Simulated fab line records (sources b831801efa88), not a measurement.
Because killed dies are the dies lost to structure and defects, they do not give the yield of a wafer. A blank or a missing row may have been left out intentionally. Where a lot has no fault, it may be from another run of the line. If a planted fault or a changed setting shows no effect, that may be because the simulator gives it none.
Which tool is to blame? || flow sky130 || 13 lots, 39 wafers sampled, at 3 steps of a route of 708

## WHAT THE GAUGES SHOWED, per wafer
SKY_POLY_GATE_CD_MEAS_22.
{"lot": "L938", "measured": "day 17 02:29", "on": "cd sem-01", "cd nm (nm)": "152.7 148.4 152.6"}
{"lot": "L940", "measured": "day 18 01:10", "on": "cd sem-02", "cd nm (nm)": "147.6 152.0 149.2"}
{"lot": "L942", "measured": "day 18 15:49", "on": "cd sem-01", "cd nm (nm)": "148.0 151.6 153.8"}
{"lot": "L944", "measured": "day 19 08:46", "on": "cd sem-02", "cd nm (nm)": "154.3 149.3 152.1"}
{"lot": "L945", "measured": "day 19 17:25", "on": "cd sem-02", "cd nm (nm)": "153.8 154.4 153.2"}
{"lot": "L946", "measured": "day 19 20:00", "on": "cd sem-01", "cd nm (nm)": "149.6 145.3 148.6"}
{"lot": "L947", "measured": "day 20 22:55", "on": "cd sem-02", "cd nm (nm)": "150.3 148.2 152.7"}
{"lot": "L955", "measured": "day 22 22:08", "on": "cd sem-02", "cd nm (nm)": "152.1 152.3 151.5"}
{"lot": "L956", "measured": "day 23 04:50", "on": "cd sem-02", "cd nm (nm)": "152.2 150.7 152.5"}
{"lot": "L957", "measured": "day 23 14:22", "on": "cd sem-01", "cd nm (nm)": "149.6 148.9 153.0"}
{"lot": "L958", "measured": "day 24 02:01", "on": "cd sem-01", "cd nm (nm)": "147.7 143.9 152.2"}
{"lot": "L959", "measured": "day 25 01:11", "on": "cd sem-02", "cd nm (nm)": "148.2 153.3 148.2"}
{"lot": "L960", "measured": "day 25 02:46", "on": "cd sem-01", "cd nm (nm)": "151.4 149.4 154.3"}

SKY_LDD_HVP_OVL_MEAS_07.
{"lot": "L938", "measured": "day 22 04:31", "on": "overlay-02", "LDD_HVP_OVL (nm)": "0.0 -1.1 -0.1"}
{"lot": "L940", "measured": "day 23 13:53", "on": "overlay-01", "LDD_HVP_OVL (nm)": "-1.5 -0.6 0.1"}
{"lot": "L942", "measured": "day 23 19:07", "on": "overlay-01", "LDD_HVP_OVL (nm)": "0.9 0.7 0.6"}
{"lot": "L944", "measured": "day 24 10:52", "on": "overlay-02", "LDD_HVP_OVL (nm)": "-2.1 -2.9 -2.0"}
{"lot": "L945", "measured": "day 24 20:34", "on": "overlay-02", "LDD_HVP_OVL (nm)": "0.3 -0.9 -1.0"}
{"lot": "L946", "measured": "day 24 21:27", "on": "overlay-02", "LDD_HVP_OVL (nm)": "2.4 0.2 1.0"}
{"lot": "L947", "measured": "day 25 22:52", "on": "overlay-01", "LDD_HVP_OVL (nm)": "-1.6 -3.4 -1.0"}
{"lot": "L955", "measured": "day 27 21:10", "on": "overlay-01", "LDD_HVP_OVL (nm)": "-2.4 -3.2 -3.0"}
{"lot": "L956", "measured": "day 28 02:49", "on": "overlay-01", "LDD_HVP_OVL (nm)": "-1.6 -0.8 -2.3"}
{"lot": "L957", "measured": "day 28 12:13", "on": "overlay-01", "LDD_HVP_OVL (nm)": "-1.3 -1.2 -0.9"}
{"lot": "L958", "measured": "day 29 01:37", "on": "overlay-02", "LDD_HVP_OVL (nm)": "0.5 0.4 1.5"}
{"lot": "L959", "measured": "day 29 23:07", "on": "overlay-02", "LDD_HVP_OVL (nm)": "-0.6 -0.5 -1.6"}
{"lot": "L960", "measured": "day 30 01:04", "on": "overlay-01", "LDD_HVP_OVL (nm)": "-0.6 -1.8 0.6"}

## EACH LOT AND THE TOOL THAT RAN IT (in order: tool; ch and the chambers of the sampled wafers; start)
{"lot": "L938", "SKY_SONOS_ONO_OXIDATION_00": "furnace-02 ch 0, day 11 15:07"}
{"lot": "L940", "SKY_SONOS_ONO_OXIDATION_00": "furnace-01 ch 0, day 12 10:10"}
{"lot": "L942", "SKY_SONOS_ONO_OXIDATION_00": "furnace-01 ch 0, day 13 07:00"}
{"lot": "L944", "SKY_SONOS_ONO_OXIDATION_00": "furnace-01 ch 0, day 14 01:17"}
{"lot": "L945", "SKY_SONOS_ONO_OXIDATION_00": "furnace-01 ch 0, day 14 09:31"}
{"lot": "L946", "SKY_SONOS_ONO_OXIDATION_00": "furnace-01 ch 0, day 14 09:31"}
{"lot": "L947", "SKY_SONOS_ONO_OXIDATION_00": "furnace-01 ch 0, day 14 23:38"}
{"lot": "L955", "SKY_SONOS_ONO_OXIDATION_00": "furnace-02 ch 0, day 17 06:33"}
{"lot": "L956", "SKY_SONOS_ONO_OXIDATION_00": "furnace-01 ch 0, day 17 12:38"}
{"lot": "L957", "SKY_SONOS_ONO_OXIDATION_00": "furnace-01 ch 0, day 18 00:32"}
{"lot": "L958", "SKY_SONOS_ONO_OXIDATION_00": "furnace-02 ch 0, day 18 10:09"}
{"lot": "L959", "SKY_SONOS_ONO_OXIDATION_00": "furnace-01 ch 0, day 18 23:56"}
{"lot": "L960", "SKY_SONOS_ONO_OXIDATION_00": "furnace-02 ch 0, day 19 09:51"}
- SKY_SONOS_ONO_OXIDATION_00: stabilise 600 s, purge 300 s, target thk 2.6 nm.

## AS READ BY THE TOOLS THEMSELVES (means over the sampled wafers that have a number; for cases with no such wafer, the mark the record gives instead)
SKY_SONOS_ONO_OXIDATION_00.
{"lot": "L938", "tool": "furnace-02", "spike tc upper C (C)": 799.1, "zone power centre pct (%)": 17.9, "zone power top pct (%)": 26.94, "zone power upper pct (%)": 13.3}
{"lot": "L940", "tool": "furnace-01", "spike tc upper C (C)": 799.7, "zone power centre pct (%)": 16.3, "zone power top pct (%)": 26.99, "zone power upper pct (%)": 15.5}
{"lot": "L942", "tool": "furnace-01", "spike tc upper C (C)": 798.8, "zone power centre pct (%)": 16.3, "zone power top pct (%)": 26.80, "zone power upper pct (%)": 15.6}
{"lot": "L944", "tool": "furnace-01", "spike tc upper C (C)": 799.2, "zone power centre pct (%)": 16.2, "zone power top pct (%)": 26.57, "zone power upper pct (%)": 15.5}
{"lot": "L945", "tool": "furnace-01", "spike tc upper C (C)": 820.3, "zone power centre pct (%)": 12.9, "zone power top pct (%)": 23.12, "zone power upper pct (%)": 22.8}
{"lot": "L946", "tool": "furnace-01", "spike tc upper C (C)": 820.4, "zone power centre pct (%)": 13.0, "zone power top pct (%)": 23.09, "zone power upper pct (%)": 22.6}
{"lot": "L947", "tool": "furnace-01", "spike tc upper C (C)": 820.3, "zone power centre pct (%)": 13.1, "zone power top pct (%)": 22.98, "zone power upper pct (%)": 22.5}
{"lot": "L955", "tool": "furnace-02", "spike tc upper C (C)": 798.3, "zone power centre pct (%)": 17.9, "zone power top pct (%)": 26.53, "zone power upper pct (%)": 13.3}
{"lot": "L956", "tool": "furnace-01", "spike tc upper C (C)": 801.0, "zone power centre pct (%)": 16.1, "zone power top pct (%)": 26.77, "zone power upper pct (%)": 15.4}
{"lot": "L957", "tool": "furnace-01", "spike tc upper C (C)": 799.1, "zone power centre pct (%)": 16.2, "zone power top pct (%)": 26.89, "zone power upper pct (%)": 15.2}
{"lot": "L958", "tool": "furnace-02", "spike tc upper C (C)": 798.8, "zone power centre pct (%)": 17.9, "zone power top pct (%)": 27.01, "zone power upper pct (%)": 13.2}
{"lot": "L959", "tool": "furnace-01", "spike tc upper C (C)": 800.0, "zone power centre pct (%)": 16.3, "zone power top pct (%)": 26.55, "zone power upper pct (%)": 15.3}
{"lot": "L960", "tool": "furnace-02", "spike tc upper C (C)": 798.9, "zone power centre pct (%)": 18.0, "zone power top pct (%)": 26.73, "zone power upper pct (%)": 13.1}

## THE ANSWER, worked out from the rows above alone
Rule: what is usual is taken from the lots themselves. Put in order of their means at a reading, lots are off if they are a third of the lots or fewer, leave a main group of 4 or more, and stand apart from it by a gap of 3 or more times the standard deviation of the main group's means; of several such gaps the widest counts. The tables above print the reading to a certain number of digits; a main group whose means all agree to those digits is not used. A lot without any number at a reading at which 4 lots or more have one is off too. Any other lot the step has rows for is counted as sound. Order of review: gauges by route order, followed by the tools' own readings, for which a lot's mean as printed above is used. At the first step where some lot is off, the reading lying furthest off is the one used; lots without a number count as furthest.
Off at SKY_SONOS_ONO_OXIDATION_00 (spike tc upper C): L945, L946, L947. For the main group the mean is 799.3 C and the standard deviation 0.73.
A tool fits if, at that step or a process step before it, it ran every lot that is off, and no sound lot after the first of them. None of those tried fits.

## WHAT THE SIMULATOR HAD INSERTED
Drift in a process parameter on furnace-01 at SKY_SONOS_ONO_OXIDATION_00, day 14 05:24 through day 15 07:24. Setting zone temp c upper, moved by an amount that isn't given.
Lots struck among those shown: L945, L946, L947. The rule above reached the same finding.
